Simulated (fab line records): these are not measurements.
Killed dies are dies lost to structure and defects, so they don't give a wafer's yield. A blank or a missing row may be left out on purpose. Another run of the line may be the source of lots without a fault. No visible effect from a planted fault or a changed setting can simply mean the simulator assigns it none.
fab line records | flow gf180mcu
record lots=13 wafers=39 lastDay=34
route steps=602 shown VT_IMPLANT@116 V1@350 M3@413 M4@461
lots that met no fault: from a run of the same line without faults
startH: hours from the record's first day to the start of the lot's first wafer shown | waitH: time in hours since the lot's previous step | " same as the row above | L1.1+2: several wafers, shown together as one row | - either no value or no given start | * or withheld: withheld | < > ~ a bound
route shown NAME@n: NAME is a module with steps in the file, n the number in the route of the first one | usual: average and standard deviation across the fault-free wafers | same: alike in all rows | chamber/n: place in a boat | sites: per-site readings | _std_site: their standard deviation | _edge_site: the outer-site mean with the inner-site mean subtracted | radiusMm: how far each site lies from the wafer's centre | mask NAME#n: copy n | behind: the tool/chamber that last shaped the wafer | hold: why the lot was held/for how many hours/how that ended | device: the n, p or np transistor that did not switch | end of line: at the end of the route, the tests of the same wafers | where a step has no rows: the recipe by itself | killed: count of dies lost to structure and defects at first sort (not the wafer's yield) | map: a wafer's dies, x killed, . not, _ none there
set.NAME: the run value of the setting; set.NAME@STEP: its run value at that earlier step | model.NAME: the simulator's own value behind a step, which no gauge read
one table for each step of the route and one row for each wafer, over a sample of lots
services: when a tool's chamber went out of use (startH, in hours from the record's first day, below 0 if earlier), for how many hours, and the reason
## steps
# step GF_VT_IMPLANT_EXPOSE_26
# recipe maskId=LVPWELL_HV_AREA targetCdNm=860 na=0.6 sourceShape=conventional sigmaOuter=0.6 doseMj=140
# usual focusOffsetNm=0.0/0.53
# same na=0.6
# columns lot.wafer tool chamber startH waitH mask focusOffsetNm
L732.2 ilineStepper-02 0 132.91 - LVPWELL_HV_AREA#0 0.2
L732.4 " 0 " " LVPWELL_HV_AREA#0 0.5
L732.6 " 0 " " LVPWELL_HV_AREA#0 -0.3
L734.1 ilineStepper-02 0 146.39 - LVPWELL_HV_AREA#0 0.3
L734.2 " 0 " " LVPWELL_HV_AREA#0 -0.4
L734.6 " 0 " " LVPWELL_HV_AREA#0 -0.5
L737.2 ilineStepper-02 0 167.03 - LVPWELL_HV_AREA#0 0.7
L737.3 " 0 " " LVPWELL_HV_AREA#0 1.0
L737.5 " 0 " " LVPWELL_HV_AREA#0 0.0
L739.1 ilineStepper-01 0 179.22 - LVPWELL_HV_AREA#0 -0.4
L739.2 " 0 " " LVPWELL_HV_AREA#0 0.2
L739.6 " 0 " " LVPWELL_HV_AREA#0 0.4
L741.1 ilineStepper-02 0 189.50 - LVPWELL_HV_AREA#0 0.1
L741.5 " 0 " " LVPWELL_HV_AREA#0 0.5
L741.6 " 0 " " LVPWELL_HV_AREA#0 -0.3
L743.1 ilineStepper-01 0 204.90 - LVPWELL_HV_AREA#0 0.0
L743.4 " 0 " " LVPWELL_HV_AREA#0 -0.4
L743.6 " 0 " " LVPWELL_HV_AREA#0 0.0
L745.4 ilineStepper-01 0 219.51 - LVPWELL_HV_AREA#0 -0.6
L745.5 " 0 " " LVPWELL_HV_AREA#0 -0.6
L745.6 " 0 " " LVPWELL_HV_AREA#0 -0.3
L748.1 ilineStepper-02 0 235.65 - LVPWELL_HV_AREA#0 0.2
L748.3 " 0 " " LVPWELL_HV_AREA#0 -0.5
L748.6 " 0 " " LVPWELL_HV_AREA#0 0.0
L750.3 ilineStepper-01 0 250.86 - LVPWELL_HV_AREA#0 -0.5
L750.5 " 0 " " LVPWELL_HV_AREA#0 -0.3
L750.6 " 0 " " LVPWELL_HV_AREA#0 -0.5
L751.1 ilineStepper-02 0 259.24 - LVPWELL_HV_AREA#0 0.3
L751.2 " 0 " " LVPWELL_HV_AREA#0 -0.9
L751.6 " 0 " " LVPWELL_HV_AREA#0 -0.4
L752.2 ilineStepper-02 0 262.84 - LVPWELL_HV_AREA#0 0.3
L752.4 " 0 " " LVPWELL_HV_AREA#0 0.4
L752.6 " 0 " " LVPWELL_HV_AREA#0 0.2
L753.1 ilineStepper-01 0 269.74 - LVPWELL_HV_AREA#0 0.1
L753.3 " 0 " " LVPWELL_HV_AREA#0 0.4
L753.5 " 0 " " LVPWELL_HV_AREA#0 0.2
L754.2 ilineStepper-01 0 274.58 - LVPWELL_HV_AREA#0 0.6
L754.4 " 0 " " LVPWELL_HV_AREA#0 0.6
L754.5 " 0 " " LVPWELL_HV_AREA#0 -0.2
# step GF_VT_IMPLANT_OVL_MEAS_29
# usual VT_IMPLANT_02_OVL=0.0/1.4
# columns lot.wafer tool chamber startH waitH VT_IMPLANT_02_OVL[nm]
L732.2 overlay-02 - 140.01 0.1 0.3
L732.4 " - " " -1.4
L732.6 " - " " -0.1
L734.1 overlay-01 - 153.92 0.1 -0.8
L734.2 " - " " -0.7
L734.6 " - " " -0.3
L737.2 overlay-01 - 175.17 0.1 -1.1
L737.3 " - " " -1.2
L737.5 " - " " -0.8
L739.1 overlay-01 - 186.82 0.1 0.1
L739.2 " - " " 1.0
L739.6 " - " " 0.8
L741.1 overlay-01 - 198.40 0.1 0.8
L741.5 " - " " -1.1
L741.6 " - " " -0.3
L743.1 overlay-02 - 213.15 0.1 -0.3
L743.4 " - " " -1.8
L743.6 " - " " -0.2
L745.4 overlay-01 - 228.44 0.1 2.9
L745.5 " - " " -0.5
L745.6 " - " " -0.5
L748.1 overlay-01 - 244.91 0.1 235.3
L748.3 " - " " 233.9
L748.6 " - " " 234.1
L750.3 overlay-02 - 260.43 0.1 0.9
L750.5 " - " " -1.1
L750.6 " - " " -1.1
L751.1 overlay-02 - 268.40 0.1 238.0
L751.2 " - " " 236.9
L751.6 " - " " 236.5
L752.2 overlay-02 - 272.42 0.1 236.5
L752.4 " - " " 235.5
L752.6 " - " " 237.0
L753.1 overlay-01 - 279.32 0.1 1.0
L753.3 " - " " 3.6
L753.5 " - " " 0.0
L754.2 overlay-01 - 284.02 0.1 2.8
L754.4 " - " " 4.2
L754.5 " - " " 2.2
# step GF_V1_OVL_MEAS_15
# usual V1_OVL=-2/5.5
# columns lot.wafer tool chamber startH waitH V1_OVL[nm]
L732.2 overlay-02 - 405.59 0.1 6
L732.4 " - " " 1
L732.6 " - " " 4
L734.1 overlay-01 - 429.13 0.1 1
L734.2 " - " " 0
L734.6 " - " " 0
L737.2 overlay-01 - 459.77 0.1 -1
L737.3 " - " " -10
L737.5 " - " " 1
L739.1 overlay-01 - 475.67 0.1 -9
L739.2 " - " " -3
L739.6 " - " " -8
L741.1 overlay-02 - 493.63 0.1 -1
L741.5 " - " " 3
L741.6 " - " " 0
L743.1 overlay-02 - 511.78 0.1 0
L743.4 " - " " -7
L743.6 " - " " -9
L745.4 overlay-01 - 532.63 0.1 -3
L745.5 " - " " 5
L745.6 " - " " 1
L748.1 overlay-01 - 552.63 0.1 -6
L748.3 " - " " 2
L748.6 " - " " -4
L750.3 overlay-01 - 568.98 0.1 5
L750.5 " - " " 4
L750.6 " - " " -5
L751.1 overlay-01 - 578.08 0.1 -9
L751.2 " - " " 3
L751.6 " - " " 5
L752.2 overlay-01 - 584.78 0.1 5
L752.4 " - " " 8
L752.6 " - " " 10
L753.1 overlay-01 - 589.86 0.1 3
L753.3 " - " " 3
L753.5 " - " " 6
L754.2 overlay-01 - 594.87 0.1 3
L754.4 " - " " -10
L754.5 " - " " -13
# step GF_M3_SPUTTER_04
# recipe material=TiN targetThkNm=50 powerW=6500 timeS=41.7 chamberPressurePa=0.4
# usual throttleValvePct=29.6/1
# columns lot.wafer tool chamber startH waitH throttleValvePct
L732.2 pvdSputter-03 - 457.93 0.0 28.3
L732.4 " - " " 29.0
L732.6 " - " " 29.3
L734.1 pvdSputter-04 - 481.23 0.0 30.9
L734.2 " - " " 30.1
L734.6 " - " " 30.9
L737.2 pvdSputter-04 - 510.66 0.0 30.6
L737.3 " - " " 30.7
L737.5 " - " " 30.6
L739.1 pvdSputter-04 - 527.34 0.0 31.0
L739.2 " - " " 30.7
L739.6 " - " " 30.8
L741.1 pvdSputter-01 - 545.23 0.0 29.7
L741.5 " - " " 29.6
L741.6 " - " " 29.0
L743.1 pvdSputter-01 - 563.06 0.0 30.2
L743.4 " - " " 28.9
L743.6 " - " " 30.7
L745.4 pvdSputter-04 - 581.63 0.0 30.7
L745.5 " - " " 29.6
L745.6 " - " " 31.1
L748.1 pvdSputter-01 - 601.58 0.0 30.4
L748.3 " - " " 30.9
L748.6 " - " " 29.8
L750.3 pvdSputter-03 - 616.95 0.0 29.3
L750.5 " - " " 27.9
L750.6 " - " " 29.1
L751.1 pvdSputter-03 - 624.83 0.0 28.3
L751.2 " - " " 30.3
L751.6 " - " " 28.2
L752.2 pvdSputter-03 - 631.44 0.0 30.5
L752.4 " - " " 29.0
L752.6 " - " " 27.9
L753.1 pvdSputter-01 - 636.09 0.0 29.2
L753.3 " - " " 31.1
L753.5 " - " " 30.3
L754.2 pvdSputter-03 - 641.06 0.0 28.1
L754.4 " - " " 30.2
L754.5 " - " " 28.2
# step GF_M4_RS_MEAS_05
# recipe thkMeasGauge=four-point-probe reads=TiN_of_M4_SPUTTER_04+Ti_of_M4_SPUTTER_03+AlCu_of_M4_SPUTTER_02+TiN_of_M4_SPUTTER_01+Ti_of_M4_SPUTTER_00
# usual M4_ALCU_RS=0.0694/0.00059
# columns lot.wafer tool chamber startH waitH M4_ALCU_RS[ohm/sq]
L732.2 filmMetro-02 - 509.10 0.0 0.0703
L732.4 " - " " 0.0701
L732.6 " - " " 0.0703
L734.1 filmMetro-03 - 531.55 0.0 0.0696
L734.2 " - " " 0.0694
L734.6 " - " " 0.0695
L737.2 filmMetro-02 - 559.22 0.0 0.0687
L737.3 " - " " 0.0698
L737.5 " - " " 0.0686
L739.1 filmMetro-01 - 575.97 0.0 0.0690
L739.2 " - " " 0.0686
L739.6 " - " " 0.0692
L741.1 filmMetro-01 - 591.51 0.0 0.0695
L741.5 " - " " 0.0695
L741.6 " - " " 0.0691
L743.1 filmMetro-03 - 609.88 0.0 0.0693
L743.4 " - " " 0.0692
L743.6 " - " " 0.0689
L745.4 filmMetro-03 - 626.95 0.1 0.0691
L745.5 " - " " 0.0695
L745.6 " - " " 0.0698
L748.1 filmMetro-03 - 645.79 0.0 0.0690
L748.3 " - " " 0.0693
L748.6 " - " " 0.0698
L750.3 filmMetro-03 - 660.33 0.1 0.0697
L750.5 " - " " 0.0700
L750.6 " - " " 0.0696
L751.1 filmMetro-02 - 667.50 0.0 0.0712
L751.2 " - " " 0.0698
L751.6 " - " " 0.0706
L752.2 filmMetro-02 - 673.68 0.0 0.0688
L752.4 " - " " 0.0687
L752.6 " - " " 0.0687
L753.1 filmMetro-02 - 678.26 0.0 0.0694
L753.3 " - " " 0.0695
L753.5 " - " " 0.0696
L754.2 filmMetro-02 - 683.28 0.0 0.0688
L754.4 " - " " 0.0691
L754.5 " - " " 0.0690
## services
# columns tool chamber startH hours kind
pvdSputter-04 - 110.28 2.5 repair
pvdSputter-04 - 136.47 1.5 repair
pvdSputter-03 - 179.98 2.7 repair
ilineStepper-01 0 205.19 - calibration
ilineStepper-02 - 208.99 1.7 pm
ilineStepper-02 - 214.07 8.9 pm
pvdSputter-03 - 236.74 1.0 repair
ilineStepper-01 - 256.82 1.7 pm
ilineStepper-02 0 281.21 - calibration
pvdSputter-01 - 293.62 0.6 repair
pvdSputter-01 - 314.04 5.5 repair
pvdSputter-03 0 315.64 - consumableReplace:kit
ilineStepper-01 - 332.89 7.6 repair
pvdSputter-01 - 338.71 24.9 repair
ilineStepper-01 0 424.34 - calibration
ilineStepper-02 - 427.21 1.7 pm
ilineStepper-02 - 456.33 1.6 repair
ilineStepper-01 - 475.00 1.7 pm
ilineStepper-02 0 492.89 - calibration
ilineStepper-01 - 557.92 4.3 pm
ilineStepper-02 - 573.90 24.0 repair
pvdSputter-01 - 579.50 1.1 repair
ilineStepper-02 - 636.63 13.1 repair
ilineStepper-01 0 639.46 - calibration
## key
firstSign step=GF_VT_IMPLANT_OVL_MEAS_29 reading=VT_IMPLANT_02_OVL direction=up sigmas=99+ usual=0.0 struck=236.0
effect none on later readings
metAt GF_VT_IMPLANT_EXPOSE_26
struckLots L748,L751,L752
testerLeftOut L748,L751,L752
notActingAt GF_V1_OVL_MEAS_15,GF_M3_SPUTTER_04,GF_M4_RS_MEAS_05
onsetBetween 189.50 235.65
fault kind=scannerMatchingOverlay tool=ilineStepper-02 chamber=- onsetH=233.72 steps=GF_VT_IMPLANT_EXPOSE_26 offset=237.05
# testerLeftOut: of these lots the tester's yield and bins aren't shown, on N5 and GAA mostly nor the transistor test; their killed dies are dies lost to structure and defects alone, not to doping, threshold or leakage, so they don't give the yield
